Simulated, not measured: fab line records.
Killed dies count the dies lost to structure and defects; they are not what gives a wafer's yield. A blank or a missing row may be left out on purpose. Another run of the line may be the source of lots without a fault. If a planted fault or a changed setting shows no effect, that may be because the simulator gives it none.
Chamber matching -- flow gf180mcu -- GF_MIM_CVD_05 on pecvd-02: 3 sister chambers
The step deposits Si3N4, target thk 42 nm, time 29.086 s. 6 wafers are shown with their chamber, then 8 later ones without.

== WAFERS, EACH WITH ITS CHAMBER ==
wafer,chamber,heater-power-w (W),heater-power-outer-w (W)
L081.3,1,629,337
L085.4,2,662,390
L085.6,2,687,390
L090.3,1,696,399
L090.5,0,861,517
L092.1,0,835,496

== WAFERS WITH NO CHAMBER GIVEN ==
wafer,heater-power-w (W),heater-power-outer-w (W)
L092.2,596,311
L092.6,808,487
L093.4,762,461
L093.5,680,414
L093.6,644,356
L096.2,580,340
L096.3,701,386
L096.5,608,344

== CHAMBER TAKEN BY EACH ==
wafer,from the rows above,in truth
L092.2,can't be placed: 1 or 2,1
L092.6,0,0
L093.4,can't be placed: 0 or 2 or 1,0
L093.5,can't be placed: 2 or 1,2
L093.6,can't be placed: 1 or 2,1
L096.2,can't be placed: 1 or 2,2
L096.3,can't be placed: 2 or 1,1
L096.5,can't be placed: 1 or 2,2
Correctly placed: 1 of 8. Not placeable from these rows: 7 (in 7, the candidates include the true chamber). Number placed wrongly: 0.
How it was worked out, from the rows above alone: a wafer's distance from a chamber is the root of the sum, over the readings, of the square of ((its reading less the chamber's mean) divided by the reading's scatter). The wafer belongs to the nearest chamber; if the next one is less than 2 further off, it can't be placed. A chamber's mean is the mean of its shown wafers. The scatter: take each reading less its chamber's mean, square it, sum over the shown wafers, divide by the number of wafers less the number of chambers, and take the root.
